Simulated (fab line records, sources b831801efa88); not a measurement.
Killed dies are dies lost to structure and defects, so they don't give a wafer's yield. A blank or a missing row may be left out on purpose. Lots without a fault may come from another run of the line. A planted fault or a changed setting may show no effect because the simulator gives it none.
Chamber matching | flow gf180mcu | GF_V2_CVD_02 on pecvd-01: 3 sister chambers
The step deposits SiO2 from TEOS, target thk 850 nm, time 94.851 s. 14 wafers are shown with their chamber, then 7 later ones without.

WAFERS WITH THEIR CHAMBER
wafer  | chamber | heater_power_outer_w (W) | heater_power_w (W)
L263.1 | 2       | 418                      | 675
L263.4 | 1       | 290                      | 548
L263.6 | 0       | 499                      | 835
L266.1 | 0       | 468                      | 758
L266.2 | 1       | 368                      | 635
L266.6 | 1       | 379                      | 694
L268.2 | 0       | 488                      | 813
L268.5 | 0       | 538                      | 831
L268.6 | 2       | 318                      | 543
L278.1 | 1       | 383                      | 690
L278.2 | 2       | 424                      | 684
L278.3 | 0       | 509                      | 806
L281.4 | 2       | 311                      | 543
L281.5 | 1       | 287                      | 560

SIGNATURES (means of the wafers above)
reading              | chamber 0 | chamber 1 | chamber 2 | scatter within a chamber
heater_power_outer_w | 500.40    | 341.40    | 367.75    | 46.3
heater_power_w       | 808.60    | 625.40    | 611.25    | 61.6
Rule: a wafer's distance from a chamber is the root of the sum, over the readings, of the square of ((its reading less the chamber's mean) divided by the reading's scatter). The wafer belongs to the nearest chamber; if the next one is less than 2 further off, it can't be placed. The scatter: the root of (the sum of the squares of (reading less its chamber's mean) over the shown wafers, divided by (wafers less chambers)).

WAFERS WITHOUT THEIR CHAMBER
wafer  | heater_power_outer_w (W) | heater_power_w (W)
L281.6 | 518                      | 835
L282.2 | 428                      | 699
L282.3 | 315                      | 552
L282.4 | 469                      | 776
L286.1 | 395                      | 659
L286.3 | 425                      | 707
L286.6 | 468                      | 760

WHICH CHAMBER EACH WENT THROUGH
wafer  | from the rows above          | in truth
L281.6 | 0                            | 0
L282.2 | can't be placed: 2 or 1 or 0 | 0
L282.3 | can't be placed: 1 or 2      | 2
L282.4 | 0                            | 0
L286.1 | can't be placed: 2 or 1      | 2
L286.3 | can't be placed: 2 or 1 or 0 | 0
L286.6 | 0                            | 0
Placed correctly: 3 of 7. Can't be placed from these rows: 4 (the true chamber is among the candidates in 4). Placed wrongly: 0.
